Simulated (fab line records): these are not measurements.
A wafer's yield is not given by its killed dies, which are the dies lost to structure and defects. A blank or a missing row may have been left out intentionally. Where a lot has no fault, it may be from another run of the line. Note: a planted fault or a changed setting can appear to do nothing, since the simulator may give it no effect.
Comparing a struck lot with a sound one + flow sky130 + 19 out of 708 route steps
Sound: these wafers, L596.2, L596.3, L596.5. Struck: wafers L608.3, L608.4, L608.5. At the end, the cause is stated.
For every step that has rows: the tool of each side, followed by ch and its chambers, followed by its first start. Under that, the readings that differ: sound wafers + struck wafers + difference of the means + sigmas: that difference in standard deviations of wafers without a fault.
alike: readings whose means differ by less than 2 such deviations, and words and numbers that are the same on both sides. not compared: withheld readings, readings that some wafer has no value for, bounds like >300 that may hide the same value, and numbers for which the record gives no deviation and whose values overlap.
The two part at a step that has a row with sigmas, a row that says differs or no value, or rows on one side only. When numbers do not overlap yet have no deviation, they are printed without sigmas and do not part them. Lack of a reading on every wafer of one side parts them only where that side has two or more wafers.

SKY_CONTACT_ETCH_18: etches Si3N4 in CHF3/O2, stops on TiN, time 39 s, target depth 75 nm.
  sound on rie_diel-01 ch 0,1,3; struck on rie_diel-02 ch 1,2,3
  alike: drypump_motor_current_A, oes_product_au, throttle_valve_pct
  not compared: rf_hours_counter_h
SKY_CONTACT_STRIP_19: strips in O2/N2.
  sound on plasma_asher-04 ch 0,1, day 33 05:55; struck on plasma_asher-01 ch 0,1, day 37 02:18
  alike: drypump_motor_current_A, oes_product_au, strip_time_to_endpoint_s
  not compared: rf_hours_counter_h
then, 3 steps without rows for these wafers: SKY_CONTACT_STRIP_20 (strips in post etch residue remover, time 1200 s); SKY_CONTACT_CLEAN_21 (cleans in IPA, time 180 s); SKY_CONTACT_CLEAN_22 (cleans in O3/DIW).
SKY_CONTACT_SPUTTER_23: material TiN, target thk 20 nm, time 80 s.
  sound on pvd_sputter-01 at day 33 06:30; struck on pvd_sputter-04 at day 37 02:52
  alike: throttle_valve_pct
SKY_CONTACT_CVD_24: deposits W, target thk 340 nm, time 102.12 s.
  sound on cvd_w-02 ch 0, day 33 06:34; struck on cvd_w-01 ch 0,1, day 37 02:58
| reading            | sound       | struck        | difference | sigmas |
|--------------------|-------------|---------------|------------|--------|
| heater_power_w (W) | 698 688 700 | 869 1047 1024 | +285       | +2     |
SKY_CONTACT_RS_MEAS_25: measurement is done with a four-point probe.
  sound on film_metro-04 at day 33 06:42; struck on film_metro-04 at day 37 03:04
  alike: CONTACT_W_RS
SKY_CONTACT_THK_MEAS_26: measures by xrf.
  sound on film_metro-04 at day 33 06:49; struck on film_metro-04 at day 37 03:10
  alike: CONTACT_W_THK
then, 3 steps without rows for these wafers: SKY_CONTACT_CMP_27 (polishes, stops on SiO2, t overpolish 15 s, target thk 0 nm); SKY_METAL1_SPUTTER_00 (material Ti, target thk 15 nm, time 10 s); SKY_METAL1_SPUTTER_01 (material TiN, target thk 20 nm, time 16.7 s).
SKY_METAL1_SPUTTER_02: material AlCu, target thk 250 nm, time 13.3 s.
  sound on pvd_sputter-01 at day 33 07:26; struck on pvd_sputter-03 at day 37 03:36
| reading                                     | sound             | struck            | difference | sigmas |
|---------------------------------------------|-------------------|-------------------|------------|--------|
| model.AlCu_of_METAL1_SPUTTER_02.thk_nm (nm) | 251.8 246.8 251.6 | 286.2 286.9 286.7 | +36.5      |        |
  alike: throttle_valve_pct
SKY_METAL1_SPUTTER_03: material Ti, target thk 5 nm, time 3.3 s.
  sound on pvd_sputter-01 at day 33 07:27; struck on pvd_sputter-03 at day 37 03:37
  alike: throttle_valve_pct
then, 1 step without rows for these wafers: SKY_METAL1_SPUTTER_04 (material TiN, target thk 70 nm, time 58.3 s).
SKY_METAL1_RS_MEAS_05: measurement is done with a four-point probe.
  sound on film_metro-01 at day 33 07:32; struck on film_metro-02 at day 37 03:44
| reading                 | sound                | struck               | difference | sigmas |
|-------------------------|----------------------|----------------------|------------|--------|
| METAL1_ALCU_RS (ohm/sq) | 0.1259 0.1286 0.1262 | 0.1100 0.1098 0.1098 | -0.0170    | -12    |
SKY_METAL1_THK_MEAS_06: measures by xrf.
  sound on film_metro-01 at day 33 07:39; struck on film_metro-02 at day 37 03:50
| reading              | sound             | struck            | difference | sigmas |
|----------------------|-------------------|-------------------|------------|--------|
| METAL1_ALCU_THK (nm) | 257.0 251.0 252.5 | 291.2 290.3 292.0 | +37.7      | +13    |
then, 1 step without rows for these wafers: SKY_METAL1_DEHYDRATE_07 (time 60 s).
-- the record jumps here: 13 days lie between the struck wafers' starts before and after (it left off in module METAL1 and takes up again in module PAD_OPEN, whose first step shown is number 708 of the route) --
SKY_PAD_OPEN_PROBE_99:
  sound on prober-02 at day 47 00:10; struck on prober-02 at day 49 20:12
| reading                      | sound                | struck               | difference | sigmas |
|------------------------------|----------------------|----------------------|------------|--------|
| model.etest.met1.line_ohm_um | 0.874 0.912 0.8973   | 0.8022 0.8204 0.7945 | -0.0887    |        |
| model.etest.met1.rs_ohm_sq   | 0.1272 0.1308 0.1275 | 0.1102 0.11 0.1116   | -0.0179    |        |
  alike: defect_limited_yield, killed_at_M0_to_M3, killed_at_M4_up, killed_at_contacts, killed_at_front_end, killed_at_other, killed_dies, killed_open, killed_short, sort_bin_3_pad_short, sort_bin_5_function, sort_bin_6_memory, sort_n_pass, sort_yield_pct

== WHERE THEY PART ==
At SKY_CONTACT_CVD_24 first; at SKY_METAL1_THK_MEAS_06 last (within this record only). Later steps at which nothing parts them and some readings are alike: SKY_PAD_OPEN_PROBE_99.

WHY: whatever the simulator had introduced
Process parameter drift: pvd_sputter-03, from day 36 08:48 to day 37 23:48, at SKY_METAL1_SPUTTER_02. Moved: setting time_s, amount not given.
